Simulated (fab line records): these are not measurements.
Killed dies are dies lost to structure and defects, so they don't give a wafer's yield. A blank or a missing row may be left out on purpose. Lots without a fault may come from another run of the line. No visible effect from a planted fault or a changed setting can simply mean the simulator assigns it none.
Which tool is to blame?    flow sky130    Sampling: 13 lots, 39 wafers, 4 of 708 route steps

WHAT THE GAUGES READ, wafer by wafer
SKY_VT_ADJUST_NCORE_TW_MEAS_11. Usual: VT_ADJUST_NCORE_TW gives 219.5 (standard deviation 1.1).
lot   measured      on             VT_ADJUST_NCORE_TW  flag
L528  day 8 17:59   film metro-01  220.4 220.6 221.4   
L529  day 8 23:56   film metro-01  220.1 220.0 221.2   
L530  day 9 07:38   film metro-03  217.4 218.9 218.4   
L532  day 9 22:14   film metro-02  221.0 221.2 220.2   
L533  day 10 06:18  film metro-02  219.4 218.9 218.0   
L534  day 10 09:53  film metro-03  217.3 218.7 218.9   
L535  day 10 23:25  film metro-03  218.9 218.1 217.9   
L536  day 11 20:35  film metro-02  219.3 220.9 219.6   
L538  day 12 04:56  film metro-02  219.4 219.6 217.9   
L545  day 13 17:43  film metro-02  217.8 219.9 220.0   
L548  day 14 19:55  film metro-03  221.0 219.8 220.4   
L549  day 15 04:51  film metro-03  217.9 217.4 219.4   
L551  day 15 15:43  film metro-03  218.6 218.7 218.3   

SKY_SONOS_ONO_THK_MEAS_01. Usual: SONOS_ONO_OXIDATION_THK gives 2.58 nm (standard deviation 0.064).
lot   measured      on             SONOS_ONO_OXIDATION_THK (nm)  flag
L528  day 11 17:50  film metro-02  2.56 2.62 2.55                
L529  day 12 00:47  film metro-02  2.60 2.55 2.62                
L530  day 12 09:18  film metro-01  2.58 2.54 2.50                
L532  day 13 02:10  film metro-01  2.68 2.66 2.67                
L533  day 13 10:02  film metro-03  2.52 2.48 2.59                
L534  day 13 14:50  film metro-02  2.61 2.63 2.65                
L535  day 14 07:59  film metro-02  2.61 2.58 2.55                
L536  day 15 06:51  film metro-01  2.57 2.64 2.64                
L538  day 15 15:08  film metro-01  2.60 2.65 2.58                
L545  day 17 09:50  film metro-02  3.58 3.51 3.59                OFF
L548  day 18 13:01  film metro-02  3.58 3.55 3.61                OFF
L549  day 18 23:16  film metro-02  3.47 3.46 3.42                OFF
L551  day 19 12:18  film metro-01  2.50 2.53 2.59                

TOOL THAT RAN EACH LOT (tool first, then ch and the chambers of the sampled wafers, then the start)
lot   SKY_VT_ADJUST_NCORE_STRIP_10          SKY_VT_ADJUST_HVTR_STRIP_10
L528  plasma asher-03 ch 0,1, day 8 17:53   plasma asher-01 ch 0,1, day 9 14:56
L529  plasma asher-01 ch 0,1, day 8 23:50   plasma asher-04 ch 0,1, day 9 21:29
L530  plasma asher-04 ch 0,1, day 9 07:32   plasma asher-04 ch 0,1, day 10 07:06
L532  plasma asher-04 ch 0,1, day 9 22:08   plasma asher-01 ch 0,1, day 10 22:05
L533  plasma asher-01 ch 0,1, day 10 06:11  plasma asher-02 ch 0,1, day 11 05:59
L534  plasma asher-04 ch 0,1, day 10 09:47  plasma asher-01 ch 0,1, day 11 10:11
L535  plasma asher-01 ch 0,1, day 10 23:18  plasma asher-04 ch 0,1, day 11 23:53
L536  plasma asher-01 ch 0,1, day 11 20:29  plasma asher-02 ch 0,1, day 12 20:59
L538  plasma asher-03 ch 0,1, day 12 04:50  plasma asher-04 ch 0,1, day 13 06:33
L545  plasma asher-04 ch 0,1, day 13 17:37  plasma asher-02 ch 0,1, day 14 20:57
L548  plasma asher-04 ch 0,1, day 14 19:49  plasma asher-01 ch 0,1, day 16 00:18
L549  plasma asher-01 ch 0,1, day 15 04:45  plasma asher-02 ch 0,1, day 16 08:38
L551  plasma asher-04 ch 0,1, day 15 15:37  plasma asher-01 ch 0,1, day 16 20:23
- SKY_VT_ADJUST_NCORE_STRIP_10: strips in O2/N2.
- SKY_VT_ADJUST_HVTR_STRIP_10: strips in O2/N2.

WHAT THE TOOLS THEMSELVES READ (means of the sampled wafers that have a number; where no wafer has one, the mark that the record gives instead)
SKY_VT_ADJUST_NCORE_STRIP_10. Usual: drypump motor current A 6.1 A, standard deviation 0.32; o2 flow sccm 2998 sccm, standard deviation 9.2; oes product au 0.716 a.u., standard deviation 0.0046; strip time to endpoint s 14.20 s, standard deviation 0.046.
lot   tool             drypump motor current A (A)  o2 flow sccm (sccm)  oes product au (a.u.)  strip time to endpoint s (s)  flag
L528  plasma asher-03  5.9                          3001                 0.715                  14.18                         
L529  plasma asher-01  6.2                          2992                 0.716                  14.19                         
L530  plasma asher-04  6.3                          3002                 0.719                  14.13                         
L532  plasma asher-04  6.2                          2995                 0.714                  14.16                         
L533  plasma asher-01  6.0                          2996                 0.716                  14.18                         
L534  plasma asher-04  6.2                          3003                 0.711                  14.18                         
L535  plasma asher-01  6.2                          3013                 0.716                  14.20                         
L536  plasma asher-01  6.2                          2992                 0.712                  14.14                         
L538  plasma asher-03  6.0                          2988                 0.714                  14.14                         
L545  plasma asher-04  6.3                          3010                 0.716                  14.19                         
L548  plasma asher-04  6.2                          2999                 0.713                  14.25                         
L549  plasma asher-01  6.2                          3014                 0.718                  14.20                         
L551  plasma asher-04  6.2                          2993                 0.719                  14.19                         

SKY_VT_ADJUST_HVTR_STRIP_10. Usual: drypump motor current A 6.1 A, standard deviation 0.49; o2 flow sccm 3000 sccm, standard deviation 8.5; oes product au 0.716 a.u., standard deviation 0.0045; strip time to endpoint s 14.19 s, standard deviation 0.04.
lot   tool             drypump motor current A (A)  o2 flow sccm (sccm)  oes product au (a.u.)  strip time to endpoint s (s)  flag
L528  plasma asher-01  6.2                          3004                 0.715                  14.16                         
L529  plasma asher-04  6.2                          3000                 0.716                  14.17                         
L530  plasma asher-04  6.3                          3004                 0.715                  14.21                         
L532  plasma asher-01  6.0                          3000                 0.717                  14.17                         
L533  plasma asher-02  6.1                          3000                 0.719                  14.15                         
L534  plasma asher-01  6.2                          2993                 0.712                  14.20                         
L535  plasma asher-04  6.2                          2995                 0.718                  14.18                         
L536  plasma asher-02  6.1                          3006                 0.716                  14.24                         
L538  plasma asher-04  6.2                          3010                 0.712                  14.14                         
L545  plasma asher-02  5.6                          3003                 0.717                  14.14                         
L548  plasma asher-01  6.0                          3009                 0.716                  14.20                         
L549  plasma asher-02  6.1                          2997                 0.718                  14.21                         
L551  plasma asher-01  6.0                          3003                 0.711                  14.22                         

THE ANSWER, worked out from the rows above alone
Rule: lot off if the mean of its wafers having a number is beyond 3 standard deviations from the usual mean. A lot without any number at a reading at which 4 lots or more have one is off too. All remaining lots with rows at the step are treated as sound. First the gauges in route order, then the tools' own readings, where a lot's mean is used as printed above. At the first step where some lot is off, the reading lying furthest off is the one used; lots without a number count as furthest.
Off: at SKY_SONOS_ONO_THK_MEAS_01 (SONOS_ONO_OXIDATION_THK), L545, L548, L549.
A tool fits if, at a process step before that reading, it ran every lot that is off, and no sound lot after the first of them. Those tools and the gauges at SKY_SONOS_ONO_THK_MEAS_01 are tried in the same way. One fits: SKY_SONOS_ONO_THK_MEAS_01 on film metro-02. Its last sound lot is L535 (day 14 07:59), its first lot that is off L545 (day 17 09:50): a fault that began between those two fits.

WHAT THE SIMULATOR HAD PUT IN
Metrology matching offset: film metro-02, from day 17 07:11 on, at SKY_SONOS_ONO_THK_MEAS_01. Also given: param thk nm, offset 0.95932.
Struck lots among those shown: L545, L548, L549. The rule above reached the same finding.
